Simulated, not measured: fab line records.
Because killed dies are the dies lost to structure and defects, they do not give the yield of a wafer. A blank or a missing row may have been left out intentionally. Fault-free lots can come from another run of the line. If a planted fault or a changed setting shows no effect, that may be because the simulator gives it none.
Matching of chambers || flow gf180mcu || GF_V5_CMP_04 on cmp-01 has 4 sister chambers
The step polishes SiO2. 4 wafers are shown with their chamber, then 7 later ones without.

## WAFERS WITH THEIR CHAMBER
{"wafer": "L343.6", "chamber": 1, "motor-current-A (A)": 12.7}
{"wafer": "L346.2", "chamber": 3, "motor-current-A (A)": 9.8}
{"wafer": "L346.4", "chamber": 2, "motor-current-A (A)": 11.6}
{"wafer": "L355.5", "chamber": 0, "motor-current-A (A)": 12.8}

## WAFERS WITHOUT THEIR CHAMBER
{"wafer": "L355.6", "motor-current-A (A)": 10.2}
{"wafer": "L356.3", "motor-current-A (A)": 10.6}
{"wafer": "L356.4", "motor-current-A (A)": 13.6}
{"wafer": "L356.6", "motor-current-A (A)": 13.5}
{"wafer": "L360.2", "motor-current-A (A)": 10.2}
{"wafer": "L360.3", "motor-current-A (A)": 11.3}
{"wafer": "L360.4", "motor-current-A (A)": 12.5}

## WHICH CHAMBER EACH ONE RAN IN
{"wafer": "L355.6", "from the rows above": "can't be placed: 3 or 2", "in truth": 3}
{"wafer": "L356.3", "from the rows above": "can't be placed: 3 or 2", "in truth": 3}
{"wafer": "L356.4", "from the rows above": "can't be placed: 0 or 1", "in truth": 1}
{"wafer": "L356.6", "from the rows above": "can't be placed: 0 or 1", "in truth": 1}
{"wafer": "L360.2", "from the rows above": "can't be placed: 3 or 2", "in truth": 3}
{"wafer": "L360.3", "from the rows above": "can't be placed: 2 or 1", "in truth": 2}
{"wafer": "L360.4", "from the rows above": "can't be placed: 1 or 0 or 2", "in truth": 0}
0 of 7 placed correctly. These rows do not allow placing 7 (true chamber among the candidates in 7). Number placed wrongly: 0.
How it was worked out, from the rows above alone: a wafer's distance from a chamber is the root of the sum, over the readings, of the square of ((its reading less the chamber's mean) divided by the reading's scatter). The wafer belongs to the nearest chamber; if the next one is less than 2 further off, it can't be placed. Each chamber's mean is taken over the wafers shown for it. The scatter: with one shown wafer a chamber, the root of the mean of the squares of how far each hidden wafer lies from its nearest shown one.
